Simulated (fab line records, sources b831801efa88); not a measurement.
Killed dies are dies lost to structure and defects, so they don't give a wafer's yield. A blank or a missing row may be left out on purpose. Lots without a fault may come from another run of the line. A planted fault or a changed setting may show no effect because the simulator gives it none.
A sampling plan put to the test | flow sky130 | one fab line, 46 faults that these records tell of, each judged on the records of the lots that it struck
The plan is the line's own looks: the steps of the route at which a gauge or an inspection reads the wafer and doesn't change it. A look can be judged if struck wafers have a number there and the file gives its usual mean and standard deviation on fault-free wafers. Caught: at a look after the fault's first step, the mean of the struck wafers lies 4 or more of those standard deviations (sigma) from the usual mean. On the tool: the same test on the tool's own readings at the fault's steps. Another recipe on the struck wafers, or a record that is blank for them alone, also counts as caught.

THE FAULTS, as the simulator had put them in
1. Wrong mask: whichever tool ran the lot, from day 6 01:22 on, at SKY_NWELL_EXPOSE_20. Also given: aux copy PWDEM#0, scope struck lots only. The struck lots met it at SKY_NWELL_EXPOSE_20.
2. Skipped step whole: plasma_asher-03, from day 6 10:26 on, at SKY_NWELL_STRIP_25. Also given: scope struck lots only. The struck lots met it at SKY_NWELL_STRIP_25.
3. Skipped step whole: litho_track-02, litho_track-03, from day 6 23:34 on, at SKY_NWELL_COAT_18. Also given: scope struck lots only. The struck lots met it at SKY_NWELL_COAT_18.
4. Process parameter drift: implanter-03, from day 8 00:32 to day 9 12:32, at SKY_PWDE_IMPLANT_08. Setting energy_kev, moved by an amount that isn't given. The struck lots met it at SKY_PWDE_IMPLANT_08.
5. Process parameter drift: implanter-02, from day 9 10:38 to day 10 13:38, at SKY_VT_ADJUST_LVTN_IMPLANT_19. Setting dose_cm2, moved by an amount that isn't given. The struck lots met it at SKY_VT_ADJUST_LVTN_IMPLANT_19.
6. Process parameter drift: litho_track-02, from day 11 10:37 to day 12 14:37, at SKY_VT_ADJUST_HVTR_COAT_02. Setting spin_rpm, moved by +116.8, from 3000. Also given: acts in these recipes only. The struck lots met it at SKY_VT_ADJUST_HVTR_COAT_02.
7. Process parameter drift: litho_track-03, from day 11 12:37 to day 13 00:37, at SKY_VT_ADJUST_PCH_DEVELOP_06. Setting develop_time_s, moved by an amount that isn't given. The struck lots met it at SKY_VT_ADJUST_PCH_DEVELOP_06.
8. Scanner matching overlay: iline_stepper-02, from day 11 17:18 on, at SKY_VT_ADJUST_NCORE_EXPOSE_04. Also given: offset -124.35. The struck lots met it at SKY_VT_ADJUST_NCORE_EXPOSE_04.
9. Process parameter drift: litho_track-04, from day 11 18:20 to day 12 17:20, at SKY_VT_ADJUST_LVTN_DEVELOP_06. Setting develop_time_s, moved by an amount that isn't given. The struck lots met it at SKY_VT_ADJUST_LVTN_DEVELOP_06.
10. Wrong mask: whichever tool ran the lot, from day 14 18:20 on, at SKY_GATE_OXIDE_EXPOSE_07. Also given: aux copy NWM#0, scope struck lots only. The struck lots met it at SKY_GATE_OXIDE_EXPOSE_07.
11. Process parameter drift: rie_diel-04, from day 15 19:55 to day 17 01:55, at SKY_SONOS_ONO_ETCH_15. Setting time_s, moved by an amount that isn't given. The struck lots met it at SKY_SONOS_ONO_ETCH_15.
12. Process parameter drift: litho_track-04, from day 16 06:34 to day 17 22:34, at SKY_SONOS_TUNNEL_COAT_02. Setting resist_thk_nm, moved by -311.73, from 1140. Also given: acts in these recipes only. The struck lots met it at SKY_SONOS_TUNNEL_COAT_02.
13. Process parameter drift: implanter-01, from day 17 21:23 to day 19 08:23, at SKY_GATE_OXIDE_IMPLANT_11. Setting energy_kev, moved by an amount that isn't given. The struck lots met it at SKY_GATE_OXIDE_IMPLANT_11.
14. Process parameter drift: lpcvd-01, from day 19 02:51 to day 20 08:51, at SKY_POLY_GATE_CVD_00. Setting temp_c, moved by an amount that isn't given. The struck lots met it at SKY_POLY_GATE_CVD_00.
15. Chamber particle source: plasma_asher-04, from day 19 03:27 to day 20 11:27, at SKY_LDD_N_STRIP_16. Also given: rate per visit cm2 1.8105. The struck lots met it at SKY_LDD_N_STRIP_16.
16. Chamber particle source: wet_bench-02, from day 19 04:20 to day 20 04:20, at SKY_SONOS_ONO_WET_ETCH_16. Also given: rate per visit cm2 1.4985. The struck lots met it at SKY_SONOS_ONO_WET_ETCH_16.
17. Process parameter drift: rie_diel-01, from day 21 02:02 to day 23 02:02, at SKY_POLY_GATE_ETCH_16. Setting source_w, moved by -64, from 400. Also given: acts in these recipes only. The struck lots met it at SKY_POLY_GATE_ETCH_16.
18. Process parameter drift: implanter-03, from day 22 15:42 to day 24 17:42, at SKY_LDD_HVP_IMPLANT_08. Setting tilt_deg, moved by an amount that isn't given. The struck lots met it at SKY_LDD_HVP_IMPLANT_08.
19. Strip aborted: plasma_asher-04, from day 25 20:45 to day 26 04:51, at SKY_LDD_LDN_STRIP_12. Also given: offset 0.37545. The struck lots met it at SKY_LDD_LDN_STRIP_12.
20. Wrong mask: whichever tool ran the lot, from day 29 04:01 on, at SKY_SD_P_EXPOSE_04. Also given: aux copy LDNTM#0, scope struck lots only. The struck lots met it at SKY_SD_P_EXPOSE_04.
21. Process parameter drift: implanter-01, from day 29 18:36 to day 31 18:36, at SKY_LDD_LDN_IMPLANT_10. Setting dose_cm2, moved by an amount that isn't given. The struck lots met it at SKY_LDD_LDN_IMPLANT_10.
22. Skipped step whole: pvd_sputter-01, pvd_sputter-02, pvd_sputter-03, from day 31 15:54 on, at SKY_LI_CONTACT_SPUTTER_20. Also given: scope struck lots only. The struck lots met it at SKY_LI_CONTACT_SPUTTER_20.
23. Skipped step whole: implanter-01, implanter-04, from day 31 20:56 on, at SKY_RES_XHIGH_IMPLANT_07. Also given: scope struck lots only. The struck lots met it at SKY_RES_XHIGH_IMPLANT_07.
24. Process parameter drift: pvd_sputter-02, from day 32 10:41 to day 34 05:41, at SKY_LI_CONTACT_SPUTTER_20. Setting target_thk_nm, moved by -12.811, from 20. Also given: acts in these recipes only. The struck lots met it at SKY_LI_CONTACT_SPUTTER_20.
25. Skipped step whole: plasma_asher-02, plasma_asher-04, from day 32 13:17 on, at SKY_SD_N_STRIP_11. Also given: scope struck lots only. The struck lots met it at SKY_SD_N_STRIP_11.
26. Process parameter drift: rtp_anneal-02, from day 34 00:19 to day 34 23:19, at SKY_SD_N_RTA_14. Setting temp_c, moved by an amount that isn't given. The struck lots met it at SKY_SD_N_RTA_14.
27. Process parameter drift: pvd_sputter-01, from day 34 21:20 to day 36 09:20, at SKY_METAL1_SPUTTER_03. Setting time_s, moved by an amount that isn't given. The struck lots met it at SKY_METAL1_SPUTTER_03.
28. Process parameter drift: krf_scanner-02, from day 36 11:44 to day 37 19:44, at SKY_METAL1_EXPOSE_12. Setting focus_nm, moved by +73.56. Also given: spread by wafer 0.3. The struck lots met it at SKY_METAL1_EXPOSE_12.
29. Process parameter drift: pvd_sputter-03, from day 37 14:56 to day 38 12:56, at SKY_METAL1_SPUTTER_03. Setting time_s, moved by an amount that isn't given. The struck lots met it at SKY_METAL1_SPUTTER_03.
30. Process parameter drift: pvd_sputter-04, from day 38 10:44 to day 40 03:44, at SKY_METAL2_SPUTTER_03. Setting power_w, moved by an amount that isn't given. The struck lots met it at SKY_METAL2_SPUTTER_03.
31. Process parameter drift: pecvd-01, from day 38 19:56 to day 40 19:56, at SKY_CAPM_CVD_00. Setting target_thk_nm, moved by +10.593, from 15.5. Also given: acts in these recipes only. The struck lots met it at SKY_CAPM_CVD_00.
32. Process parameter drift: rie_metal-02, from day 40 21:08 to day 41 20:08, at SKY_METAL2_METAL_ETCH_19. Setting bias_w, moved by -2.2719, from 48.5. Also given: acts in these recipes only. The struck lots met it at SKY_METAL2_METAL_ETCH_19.
33. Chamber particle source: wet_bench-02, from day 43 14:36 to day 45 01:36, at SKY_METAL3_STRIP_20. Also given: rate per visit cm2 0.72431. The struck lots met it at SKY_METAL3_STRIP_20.
34. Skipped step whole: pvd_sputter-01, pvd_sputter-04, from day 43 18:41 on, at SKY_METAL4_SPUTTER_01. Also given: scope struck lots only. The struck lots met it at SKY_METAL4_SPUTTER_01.
35. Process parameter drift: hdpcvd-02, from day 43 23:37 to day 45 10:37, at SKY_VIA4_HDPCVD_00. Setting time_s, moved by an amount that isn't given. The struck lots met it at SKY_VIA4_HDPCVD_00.
36. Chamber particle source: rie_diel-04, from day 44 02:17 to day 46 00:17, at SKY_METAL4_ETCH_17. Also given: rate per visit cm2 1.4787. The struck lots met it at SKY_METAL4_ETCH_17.
37. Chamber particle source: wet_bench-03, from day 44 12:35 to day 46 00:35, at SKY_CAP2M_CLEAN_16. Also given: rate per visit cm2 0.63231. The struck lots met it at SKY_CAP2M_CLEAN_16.
38. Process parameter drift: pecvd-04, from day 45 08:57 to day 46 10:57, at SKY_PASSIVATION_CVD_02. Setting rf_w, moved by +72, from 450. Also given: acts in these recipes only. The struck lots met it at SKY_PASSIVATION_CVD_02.
39. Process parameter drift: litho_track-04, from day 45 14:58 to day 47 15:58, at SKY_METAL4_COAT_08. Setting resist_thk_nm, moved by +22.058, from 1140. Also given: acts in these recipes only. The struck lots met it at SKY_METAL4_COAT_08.
40. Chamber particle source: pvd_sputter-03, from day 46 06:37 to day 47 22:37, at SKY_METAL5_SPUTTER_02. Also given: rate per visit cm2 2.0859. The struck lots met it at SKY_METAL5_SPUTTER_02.
41. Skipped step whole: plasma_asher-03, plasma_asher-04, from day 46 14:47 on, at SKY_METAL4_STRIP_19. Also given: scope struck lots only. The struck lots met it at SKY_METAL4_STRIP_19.
42. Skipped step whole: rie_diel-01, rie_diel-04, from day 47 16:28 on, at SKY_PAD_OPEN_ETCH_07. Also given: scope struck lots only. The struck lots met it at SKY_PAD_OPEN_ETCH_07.
43. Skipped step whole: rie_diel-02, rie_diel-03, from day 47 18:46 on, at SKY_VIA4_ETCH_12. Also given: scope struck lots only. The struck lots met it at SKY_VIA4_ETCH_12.
44. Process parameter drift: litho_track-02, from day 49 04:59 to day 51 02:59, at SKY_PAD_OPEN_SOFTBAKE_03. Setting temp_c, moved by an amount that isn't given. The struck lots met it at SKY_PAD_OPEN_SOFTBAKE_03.
45. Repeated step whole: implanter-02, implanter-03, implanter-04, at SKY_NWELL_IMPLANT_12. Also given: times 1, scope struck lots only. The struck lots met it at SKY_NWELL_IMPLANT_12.
46. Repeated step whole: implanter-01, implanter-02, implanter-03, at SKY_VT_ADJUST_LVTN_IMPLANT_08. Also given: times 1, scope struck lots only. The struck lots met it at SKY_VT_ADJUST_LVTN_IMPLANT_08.

WHAT THE PLAN SAW
fault | on the tool itself                               | first look that catches it                      | reading, sigma                                              | median hours from its first step to that look | hours from the fault's start to the first struck lot there | judged looks passed uncaught
1     | no reading that can be judged                    | SKY_NWELL_TW_MEAS_26                            | NWELL_2_TW -99 or beyond                                    | 9.2                                           | 12                                                         | 0
2     | the tool's record is blank for the struck wafers | SKY_VT_ADJUST_HVTP_TW_MEAS_11                   | VT_ADJUST_HVTP_TW -99 or beyond                             | 19.6                                          | 22                                                         | 0
3     | the tool's record is blank for the struck wafers | not the one look that can be judged after it    | -                                                           | -                                             | -                                                          | 1
4     | beam_energy_keV -50 sigma                        | no look after it can be judged                  | -                                                           | -                                             | -                                                          | 0
5     | dose_ions_cm2 -99 or beyond sigma                | SKY_VT_ADJUST_LVTN_TW_MEAS_21                   | VT_ADJUST_LVTN_2_TW -11                                     | 0.2                                           | 2                                                          | 0
6     | spin_speed_rpm +46 sigma                         | not the one look that can be judged after it    | -                                                           | -                                             | -                                                          | 1
7     | no reading that can be judged                    | SKY_VT_ADJUST_PCH_TW_MEAS_10                    | VT_ADJUST_PCH_TW -99 or beyond                              | 0.8                                           | 18                                                         | 0
8     | under 2 sigma                                    | SKY_VT_ADJUST_NCORE_OVL_MEAS_08                 | VT_ADJUST_NCORE_OVL -77                                     | 12.4                                          | 17                                                         | 0
9     | under 2 sigma                                    | SKY_VT_ADJUST_LVTN_TW_MEAS_10                   | VT_ADJUST_LVTN_TW -89                                       | 1.0                                           | 4                                                          | 0
10    | no reading that can be judged                    | SKY_GATE_OXIDE_TW_MEAS_14                       | GATE_OXIDE_TW -99 or beyond                                 | 13.5                                          | 19                                                         | 0
11    | under 2 sigma                                    | no look after it can be judged                  | -                                                           | -                                             | -                                                          | 0
12    | no reading that can be judged                    | SKY_SONOS_TUNNEL_CD_MEAS_07                     | cd_nm +13                                                   | 14.6                                          | 20                                                         | 0
13    | beam_energy_keV +99 or beyond sigma              | not the one look that can be judged after it    | strongest: GATE_OXIDE_TW at SKY_GATE_OXIDE_TW_MEAS_14, +2.9 | -                                             | -                                                          | 1
14    | susceptor_temp_C -56 sigma                       | SKY_POLY_GATE_THK_MEAS_01                       | POLY_GATE_CVD_00_THK -32                                    | 1.8                                           | 13                                                         | 0
15    | under 2 sigma                                    | not the one look that can be judged after it    | -                                                           | -                                             | -                                                          | 1
16    | no reading that can be judged                    | not the one look that can be judged after it    | -                                                           | -                                             | -                                                          | 1
17    | rf_fwd_power_W -49 sigma                         | no look after it can be judged                  | -                                                           | -                                             | -                                                          | 0
18    | tilt_deg -99 or beyond sigma                     | SKY_LDD_HVP_TW_MEAS_10                          | LDD_HVP_TW -8.4                                             | 0.2                                           | 16                                                         | 0
19    | oes_product_au +52 sigma                         | no look after it can be judged                  | -                                                           | -                                             | -                                                          | 0
20    | no reading that can be judged                    | SKY_SD_P_TW_MEAS_11                             | SD_P_TW -99 or beyond                                       | 14.4                                          | 17                                                         | 0
21    | dose_ions_cm2 -99 or beyond sigma                | SKY_LDD_LDN_TW_MEAS_13                          | LDD_LDN_TW -4.9                                             | 0.4                                           | 5                                                          | 0
22    | the tool's record is blank for the struck wafers | no look after it can be judged                  | -                                                           | -                                             | -                                                          | 0
23    | the tool's record is blank for the struck wafers | SKY_RES_XHIGH_TW_MEAS_09                        | RES_XHIGH_TW -99 or beyond                                  | 0.2                                           | 11                                                         | 0
24    | under 2 sigma                                    | no look after it can be judged                  | -                                                           | -                                             | -                                                          | 0
25    | no reading that can be judged                    | not the one look that can be judged after it    | -                                                           | -                                             | -                                                          | 1
26    | wafer_temp_C_max +9.6 sigma                      | SKY_SD_N_RS_MEAS_16                             | SD_N_RS -18                                                 | 0.2                                           | 6                                                          | 0
27    | under 2 sigma                                    | no look after it can be judged                  | -                                                           | -                                             | -                                                          | 0
28    | exposure_dose_mJ_cm2 -5.8 sigma                  | none of the 2 looks that can be judged after it | strongest: cd_nm at SKY_METAL1_CD_MEAS_15, -2.8             | -                                             | -                                                          | 2
29    | under 2 sigma                                    | no look after it can be judged                  | -                                                           | -                                             | -                                                          | 0
30    | cathode_dc_power_W +99 or beyond sigma           | no look after it can be judged                  | -                                                           | -                                             | -                                                          | 0
31    | under 2 sigma                                    | SKY_CAPM_THK_MEAS_01                            | CAPM_CVD_00_THK +49                                         | 0.0                                           | 3                                                          | 0
32    | bias_w -15 sigma                                 | no look after it can be judged                  | -                                                           | -                                             | -                                                          | 0
33    | under 2 sigma                                    | not the one look that can be judged after it    | -                                                           | -                                             | -                                                          | 1
34    | the tool's record is blank for the struck wafers | not the one look that can be judged after it    | -                                                           | -                                             | -                                                          | 1
35    | run_length_s +99 or beyond sigma                 | SKY_VIA4_THK_MEAS_01                            | VIA4_HDPCVD_THK +22                                         | 0.2                                           | 1                                                          | 0
36    | under 2 sigma                                    | no look after it can be judged                  | -                                                           | -                                             | -                                                          | 0
37    | no reading that can be judged                    | no look after it can be judged                  | -                                                           | -                                             | -                                                          | 0
38    | rf_fwd_power_W +51 sigma                         | SKY_PASSIVATION_THK_MEAS_03                     | PASSIVATION_CVD_02_THK +4.4                                 | 0.2                                           | 13                                                         | 0
39    | under 2 sigma                                    | no look after it can be judged                  | -                                                           | -                                             | -                                                          | 0
40    | under 2 sigma                                    | no look after it can be judged                  | -                                                           | -                                             | -                                                          | 0
41    | no reading that can be judged                    | no look after it can be judged                  | -                                                           | -                                             | -                                                          | 0
42    | the tool's record is blank for the struck wafers | no look after it can be judged                  | -                                                           | -                                             | -                                                          | 0
43    | the tool's record is blank for the struck wafers | no look after it can be judged                  | -                                                           | -                                             | -                                                          | 0
44    | plate_temp_C +43 sigma                           | not the one look that can be judged after it    | -                                                           | -                                             | -                                                          | 1
45    | no reading that can be judged                    | SKY_NWELL_RS_MEAS_29                            | NWELL_RS -20                                                | 18.3                                          | -                                                          | 0
46    | under 2 sigma                                    | SKY_VT_ADJUST_LVTN_TW_MEAS_10                   | VT_ADJUST_LVTN_TW +23                                       | 0.6                                           | -                                                          | 0
A dash: the fault isn't caught, or these records don't give the number.

Caught at a look: 19 of 46. Caught on the tool: 23 of 46. By one or the other: 33 of 46.
Caught on the tool alone: faults 3, 4, 6, 13, 17, 19, 22, 28, 30, 32, 34, 42, 43, 44.
Caught at a look alone: faults 1, 7, 8, 9, 10, 12, 20, 31, 45, 46.
Caught by neither: faults 11, 15, 16, 24, 25, 27, 29, 33, 36, 37, 39, 40, 41.

THINNER SAMPLING
If the look that catches a fault measured only every second or every third lot, by lot number, the first struck lot would be measured this late in the worst case:
fault | struck lots at that look, in order of time | every lot | every second lot | every third lot
1     | L852                                       | 12 h      | may miss it      | may miss it
2     | L176, L177                                 | 22 h      | 29 h             | may miss all 2
5     | L930, L931                                 | 2 h       | 10 h             | may miss all 2
7     | L995, L997                                 | 18 h      | may miss all 2   | may miss all 2
8     | L709, L710, L718                           | 17 h      | 19 h             | may miss all 3
9     | L878, L879                                 | 4 h       | 8 h              | may miss all 2
10    | L604                                       | 19 h      | may miss it      | may miss it
12    | L489, L490                                 | 20 h      | 30 h             | may miss all 2
14    | L352, L353, L354                           | 13 h      | 25 h             | 26 h
18    | L446, L447                                 | 16 h      | 25 h             | may miss all 2
20    | L315                                       | 17 h      | may miss it      | may miss it
21    | L601, L604                                 | 5 h       | 41 h             | may miss all 2
23    | L405, L406, L407                           | 11 h      | 18 h             | 25 h
26    | L521, L523                                 | 6 h       | may miss all 2   | may miss all 2
31    | L864, L869                                 | 3 h       | 44 h             | may miss all 2
35    | L872, L877                                 | 1 h       | 31 h             | may miss all 2
38    | L411, L413                                 | 13 h      | may miss all 2   | may miss all 2
Hours are from the fault's start to the first struck lot that is measured. The limit of 4 sigma was tested on all struck wafers together, so one lot alone may lie under it. Other struck lots may not be in these records.

THE LONGEST TIMED WAY FROM STEP TO LOOK
Fault 2: a median of 19.6 hours passes between SKY_NWELL_STRIP_25 and SKY_VT_ADJUST_HVTP_TW_MEAS_11. No look between them can be judged.
